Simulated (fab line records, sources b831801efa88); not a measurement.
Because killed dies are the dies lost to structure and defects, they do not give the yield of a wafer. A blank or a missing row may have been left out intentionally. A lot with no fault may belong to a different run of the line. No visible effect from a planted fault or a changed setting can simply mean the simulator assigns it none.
fab line records	flow sky130
record: lots: 14	wafers: 42	last-day: 50
route steps=708 shown METAL4@602 CAP2M@616
lots that met no fault: from a run of the same line without faults
start-h: the number of hours between the record's first day and the start of the first shown wafer of the lot	wait-h: time in hours since the lot's previous step	" repeats the value in the row above	L1.1+2: a row that stands for several wafers	- no value present, or no start provided	* or withheld: withheld	< > ~ a bound
route shown NAME@n: names a module that has steps shown in the file, with the first one's number in the route	usual: mean/standard deviation taken from wafers without a fault	same: alike in all rows	chamber/n: place in a boat	sites: readings site by site	_std_site: standard deviation across them	_edge_site: the outer-site mean with the inner-site mean subtracted	radius-mm: how far each site lies from the wafer's centre	mask NAME#n: copy n	behind: tool/chamber where the wafer was last shaped	hold: reason for holding the lot/hours on hold/outcome of the hold	device: names the non-switching transistor (n, p or np)	end of line: the same wafers' tests at the end of the route	where a step has no rows: the recipe by itself	killed: the dies lost at the first sort to structure and to defects; this is not the yield of the wafer	map: a wafer's dies, x killed, . not, _ none there
set.NAME: setting as actually run; set.NAME@STEP: the setting as run at that earlier step	model.NAME: the simulator's own value behind a step, which no gauge read
one table for each step of the route and one row for each wafer, over a sample of lots
services: when a tool's chamber went out of use (start-h, in hours from the record's first day, below 0 if earlier), for how many hours, and the reason
== steps ==
step: SKY_METAL4_SPUTTER_04
recipe: material: TiN	target-thk-nm: 70	power-w: 6500	time-s: 58.3	chamber-pressure-pa: 0.4
usual: throttle-valve-pct: 30.5/1
lot.wafer	tool	chamber	start-h	wait-h	throttle-valve-pct
L868.3	pvd-sputter-01	-	922.82	0.0	31.6
L868.4	"	-	"	"	31.2
L868.5	"	-	"	"	31.4
L869.3	pvd-sputter-01	-	936.99	0.0	31.0
L869.4	"	-	"	"	31.6
L869.6	"	-	"	"	31.5
L877.3	pvd-sputter-02	-	992.32	0.0	30.6
L877.5	"	-	"	"	29.8
L877.6	"	-	"	"	30.4
L878.1	pvd-sputter-03	-	1002.23	0.0	29.4
L878.4	"	-	"	"	27.6
L878.6	"	-	"	"	27.7
L881.2	pvd-sputter-03	-	1024.67	0.0	29.2
L881.3	"	-	"	"	29.4
L881.6	"	-	"	"	29.7
L883.3	pvd-sputter-02	-	1031.12	0.0	30.9
L883.5	"	-	"	"	30.9
L883.6	"	-	"	"	31.1
L882.1	pvd-sputter-03	-	1034.38	0.0	29.4
L882.2	"	-	"	"	30.9
L882.6	"	-	"	"	29.3
L884.1	pvd-sputter-02	-	1043.13	0.0	30.8
L884.3	"	-	"	"	30.2
L884.5	"	-	"	"	29.4
L885.1	pvd-sputter-02	-	1048.87	0.0	30.3
L885.2	"	-	"	"	30.6
L885.6	"	-	"	"	31.2
L886.1	pvd-sputter-01	-	1052.07	0.0	30.7
L886.4	"	-	"	"	31.0
L886.6	"	-	"	"	31.3
L887.2	pvd-sputter-01	-	1059.68	0.0	31.1
L887.4	"	-	"	"	30.8
L887.6	"	-	"	"	30.9
L888.2	pvd-sputter-02	-	1068.66	0.0	30.4
L888.5	"	-	"	"	30.5
L888.6	"	-	"	"	30.8
L889.2	pvd-sputter-03	-	1069.20	0.0	29.2
L889.5	"	-	"	"	29.5
L889.6	"	-	"	"	29.3
L890.1	pvd-sputter-02	-	1072.53	0.0	31.0
L890.2	"	-	"	"	30.4
L890.6	"	-	"	"	31.3
step: SKY_CAP2M_METAL_ETCH_13
recipe: target-depth-nm: 220	stop-on: SiO2	chemistry: Cl2/BCl3	target: TiN	pressure-mtorr: 10	icp-w: 900	bias-w: 48.5	Cl2_flow_sccm: 60	bcl3-flow-sccm: 30	time-s: 62.9
usual: chamber-pressure-mTorr: 10.001/0.01	drypump-motor-current-A: 5.6/0.6	oes-product-au: 0.941/0.0075	throttle-valve-pct: 21.902/0.01
lot.wafer	tool	chamber	start-h	wait-h	chamber-pressure-mTorr	drypump-motor-current-A	oes-product-au	rf-hours-counter-h	throttle-valve-pct
L868.3	rie-metal-02	1	946.69	0.1	9.998	4.9	0.939	-	21.891
L868.4	"	1	"	"	9.981	4.9	0.955	-	21.898
L868.5	"	1	"	"	9.982	4.9	0.947	-	21.897
L869.3	rie-metal-02	0	961.69	0.0	10.007	5.8	0.956	-	21.904
L869.4	"	1	"	"	9.998	4.9	0.938	-	21.886
L869.6	"	0	"	"	9.986	5.8	0.944	-	21.899
L877.3	rie-metal-01	1	1015.76	0.0	10.006	6.6	0.938	-	21.900
L877.5	"	1	"	"	10.003	6.6	0.932	-	21.900
L877.6	"	0	"	"	9.999	6.2	0.938	-	21.896
L878.1	rie-metal-03	1	1025.42	0.0	10.000	5.1	0.940	19	21.892
L878.4	"	0	"	"	10.004	5.4	0.943	-	21.890
L878.6	"	1	"	"	10.017	5.1	0.953	-	21.888
L881.2	rie-metal-02	1	1046.94	0.0	9.988	4.9	0.926	11	21.909
L881.3	"	0	"	"	10.007	5.8	0.938	-	21.895
L881.6	"	0	"	"	9.994	5.8	0.932	-	21.913
L883.3	rie-metal-02	0	1053.19	0.0	9.994	5.8	0.934	-	21.908
L883.5	"	0	"	"	9.999	5.7	0.939	-	21.892
L883.6	"	1	"	"	9.999	4.9	0.940	-	21.903
L882.1	rie-metal-02	0	1056.99	0.0	10.003	5.8	0.934	20	21.914
L882.2	"	1	"	"	10.011	4.9	0.939	11	21.907
L882.6	"	0	"	"	9.998	5.8	0.935	-	21.898
L884.1	rie-metal-01	1	1064.79	0.0	10.010	6.6	0.948	6	21.897
L884.3	"	1	"	"	10.026	6.6	0.943	-	21.889
L884.5	"	1	"	"	9.979	6.6	0.956	-	21.893
L885.1	rie-metal-03	1	1070.32	0.0	9.988	5.1	0.928	22	21.913
L885.2	"	0	"	"	10.015	5.4	0.931	25	21.907
L885.6	"	1	"	"	9.989	5.1	0.931	-	21.912
L886.1	rie-metal-02	0	1073.79	0.0	9.998	5.7	0.928	21	21.911
L886.4	"	0	"	"	9.998	5.7	0.934	-	21.910
L886.6	"	1	"	"	10.010	4.9	0.937	-	21.905
L887.2	rie-metal-01	1	1080.49	0.0	10.005	6.6	0.944	7	21.910
L887.4	"	1	"	"	9.991	6.5	0.934	-	21.919
L887.6	"	0	"	"	9.992	6.2	0.951	-	21.894
L888.2	rie-metal-02	1	1089.79	0.0	10.017	4.9	0.938	13	21.917
L888.5	"	0	"	"	10.002	5.8	0.921	-	21.913
L888.6	"	1	"	"	9.996	4.9	0.937	-	21.896
L889.2	rie-metal-01	0	1090.09	0.0	9.996	6.2	0.940	1	21.910
L889.5	"	0	"	"	10.002	6.2	0.935	-	21.928
L889.6	"	1	"	"	10.020	6.5	0.940	-	21.899
L890.1	rie-metal-02	0	1093.09	0.0	10.014	5.8	0.947	22	21.891
L890.2	"	1	"	"	9.999	4.9	0.951	14	21.886
L890.6	"	0	"	"	9.991	5.8	0.944	-	21.889
step: SKY_METAL4_EXPOSE_10
recipe: mask-id: MM4	na: 0.68	source-shape: annular	sigma-inner: 0.4	sigma-outer: 0.8	target-cd-nm: 300	dose-mj: 28
usual: exposure-dose-mJ-cm2: 27.97/0.03	focus-offset-nm: 0.0/0.48	na: 0.68/0	stage-vel-mm-s: 500.04/0.23
lot.wafer	tool	chamber	start-h	wait-h	mask	exposure-dose-mJ-cm2	focus-offset-nm	na	stage-vel-mm-s
L868.3	krf-scanner-02	0	960.49	-	MM4#0	27.96	0.2	0.68	500.48
L868.4	"	0	"	"	MM4#0	27.97	-0.3	0.68	500.15
L868.5	"	0	"	"	MM4#0	27.96	0.2	0.68	500.03
L869.3	krf-scanner-02	0	974.17	-	MM4#0	27.95	0.7	0.68	499.81
L869.4	"	0	"	"	MM4#0	28.02	0.0	0.68	499.82
L869.6	"	0	"	"	MM4#0	27.96	0.5	0.68	499.87
L877.3	krf-scanner-02	-	1028.06	-	MM4#0	-	-	-	-
L877.5	"	-	"	"	MM4#0	-	-	-	-
L877.6	"	-	"	"	MM4#0	-	-	-	-
L878.1	krf-scanner-02	-	1037.42	-	MM4#0	-	-	-	-
L878.4	"	-	"	"	MM4#0	-	-	-	-
L878.6	"	-	"	"	MM4#0	-	-	-	-
L881.2	krf-scanner-01	0	1058.72	-	MM4#0	27.94	-0.1	0.68	500.25
L881.3	"	0	"	"	MM4#0	27.93	0.1	0.68	500.14
L881.6	"	0	"	"	MM4#0	27.96	0.4	0.68	500.40
L883.3	krf-scanner-01	0	1064.57	-	MM4#0	27.98	0.3	0.68	499.67
L883.5	"	0	"	"	MM4#0	27.97	0.0	0.68	500.02
L883.6	"	0	"	"	MM4#0	27.95	0.0	0.68	499.71
L882.1	krf-scanner-02	0	1068.58	-	MM4#0	27.96	0.0	0.68	499.91
L882.2	"	0	"	"	MM4#0	27.90	0.4	0.68	500.00
L882.6	"	0	"	"	MM4#0	27.96	0.1	0.68	499.72
L884.1	krf-scanner-01	0	1076.13	-	MM4#0	27.97	0.2	0.68	499.99
L884.3	"	0	"	"	MM4#0	27.98	0.7	0.68	500.52
L884.5	"	0	"	"	MM4#0	27.94	0.5	0.68	500.06
L885.1	krf-scanner-02	0	1081.68	-	MM4#0	27.99	0.1	0.68	499.95
L885.2	"	0	"	"	MM4#0	27.94	0.2	0.68	499.92
L885.6	"	0	"	"	MM4#0	27.95	-0.7	0.68	499.50
L886.1	krf-scanner-01	0	1085.36	-	MM4#0	28.00	-0.6	0.68	499.81
L886.4	"	0	"	"	MM4#0	27.99	0.0	0.68	500.07
L886.6	"	0	"	"	MM4#0	27.99	-0.8	0.68	500.13
L887.2	krf-scanner-01	0	1091.97	-	MM4#0	28.02	-0.8	0.68	499.78
L887.4	"	0	"	"	MM4#0	27.96	-0.2	0.68	500.08
L887.6	"	0	"	"	MM4#0	27.99	-0.1	0.68	500.15
L888.2	krf-scanner-02	0	1101.13	-	MM4#0	27.90	0.4	0.68	500.31
L888.5	"	0	"	"	MM4#0	27.98	0.0	0.68	499.70
L888.6	"	0	"	"	MM4#0	27.94	0.7	0.68	500.06
L889.2	krf-scanner-01	0	1101.65	-	MM4#0	28.02	0.4	0.68	500.00
L889.5	"	0	"	"	MM4#0	27.95	-0.2	0.68	500.01
L889.6	"	0	"	"	MM4#0	28.03	0.7	0.68	500.00
L890.1	krf-scanner-02	0	1104.58	-	MM4#0	27.92	-0.4	0.68	500.04
L890.2	"	0	"	"	MM4#0	27.91	0.3	0.68	499.92
L890.6	"	0	"	"	MM4#0	27.93	-0.3	0.68	499.69
step: SKY_METAL4_DESCUM_15
recipe: chemistry: O2	source-power-w: 150	bias-power-w: 0	pressure-mtorr: 10	temp-c: 40	time-s: 8
usual: chamber-pressure-mTorr: 10.000/0.01	drypump-motor-current-A: 5.5/0.4	oes-product-au: 0.994/0.0083
lot.wafer	tool	chamber	start-h	wait-h	chamber-pressure-mTorr	drypump-motor-current-A	oes-product-au	rf-hours-counter-h
L868.3	rie-metal-04	0	971.80	0.0	10.005	6.0	0.981	-
L868.4	"	1	"	"	9.998	5.8	0.990	-
L868.5	"	1	"	"	10.011	5.8	0.987	-
L869.3	rie-metal-02	0	985.98	0.0	10.006	5.8	1.000	-
L869.4	"	1	"	"	9.981	4.9	1.002	-
L869.6	"	0	"	"	9.989	5.8	0.993	-
L877.3	rie-metal-02	1	1039.27	0.0	9.997	4.9	0.996	-
L877.5	"	1	"	"	10.013	4.9	0.988	-
L877.6	"	0	"	"	9.992	5.7	0.990	-
L878.1	rie-metal-04	0	1047.94	0.0	10.013	6.0	0.991	12
L878.4	"	0	"	"	9.988	5.9	0.992	-
L878.6	"	0	"	"	10.001	6.0	0.995	-
L881.2	rie-metal-04	1	1069.27	0.0	10.011	5.8	1.003	16
L881.3	"	1	"	"	9.999	5.8	0.988	-
L881.6	"	0	"	"	9.996	5.9	0.991	-
L883.3	rie-metal-03	1	1075.38	0.0	9.995	5.1	0.987	-
L883.5	"	1	"	"	10.009	5.1	0.997	-
L883.6	"	1	"	"	10.002	5.1	1.003	-
L882.1	rie-metal-04	0	1078.56	0.0	10.009	6.0	0.992	14
L882.2	"	1	"	"	9.976	5.8	0.997	17
L882.6	"	0	"	"	10.010	5.9	1.001	-
L884.1	rie-metal-02	0	1086.56	0.0	10.001	5.7	1.000	22
L884.3	"	1	"	"	10.007	4.9	0.995	-
L884.5	"	0	"	"	10.023	5.8	0.992	-
L885.1	rie-metal-02	1	1091.94	0.0	9.998	4.9	1.002	14
L885.2	"	0	"	"	10.003	5.8	0.990	22
L885.6	"	1	"	"	10.002	4.9	0.992	-
L886.1	rie-metal-04	1	1095.16	0.0	10.001	5.8	0.997	18
L886.4	"	0	"	"	9.994	6.0	0.992	-
L886.6	"	0	"	"	9.996	6.0	0.981	-
L887.2	rie-metal-03	0	1102.36	0.0	10.000	5.4	0.985	1
L887.4	"	0	"	"	9.990	5.5	0.996	-
L887.6	"	0	"	"	10.009	5.4	0.993	-
L888.2	rie-metal-02	0	1111.24	0.0	9.982	5.8	0.989	23
L888.5	"	1	"	"	9.984	4.9	0.990	-
L888.6	"	0	"	"	10.013	5.8	0.980	-
L889.2	rie-metal-03	1	1111.47	0.0	9.985	5.1	0.991	26
L889.5	"	1	"	"	10.006	5.1	0.992	-
L889.6	"	0	"	"	10.003	5.4	0.995	-
L890.1	rie-metal-02	1	1114.82	0.0	10.011	4.9	0.989	15
L890.2	"	0	"	"	10.014	5.8	0.994	24
L890.6	"	0	"	"	9.998	5.8	0.999	-
== services ==
tool	chamber	start-h	hours	kind
krf-scanner-02	-	901.48	0.8	pm
krf-scanner-02	-	925.19	1.0	pm
krf-scanner-02	-	930.07	3.6	pm
rie-metal-02	0	932.27	21.6	repair
krf-scanner-02	0	950.83	-	calibration
pvd-sputter-02	-	955.71	0.5	repair
krf-scanner-01	-	957.72	4.4	pm
krf-scanner-02	-	962.49	0.9	repair
rie-metal-01	1	967.39	-	clean
krf-scanner-01	0	981.34	-	calibration
krf-scanner-01	-	982.49	1.3	pm
krf-scanner-01	-	985.13	0.8	pm
krf-scanner-01	-	995.27	1.0	pm
rie-metal-02	0	999.49	4.3	repair
krf-scanner-02	-	1032.71	1.3	pm
krf-scanner-01	-	1034.55	0.9	repair
pvd-sputter-01	-	1036.14	4.4	repair
krf-scanner-02	-	1070.38	0.8	pm
rie-metal-03	0	1073.63	-	clean
rie-metal-03	0	1073.63	18.3	scheduled-down
rie-metal-03	0	1073.63	18.3	vent-cycle
pvd-sputter-01	-	1088.48	2.2	repair
krf-scanner-02	-	1094.19	1.0	pm
rie-metal-04	0	1107.61	7.8	repair
== key ==
first-sign: step: SKY_METAL4_EXPOSE_10	reading: tool-record	direction: missing
effect none on later readings
met-at SKY_METAL4_EXPOSE_10
struck-lots L877,L878
later-rows-left-out L877.3,L877.5,L877.6,L878.1,L878.4,L878.6
sort-left-out L877.3,L877.5,L877.6,L878.1,L878.4,L878.6
not-acting-at SKY_METAL4_SPUTTER_04,SKY_CAP2M_METAL_ETCH_13,SKY_METAL4_DESCUM_15
onset-between 974.17 1028.06
fault: kind: skipped-step-whole	tool: krf-scanner-02	chamber: -	onset-h: 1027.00	steps: SKY_METAL4_EXPOSE_10	scope: struck-lots-only
sort-left-out: the simulated sort isn't trusted on such a fault, so these wafers' sort isn't shown, and their yield isn't known
later-rows-left-out: the simulator's readings of these wafers behind a module that went badly wrong aren't trusted and aren't shown, but for the sort
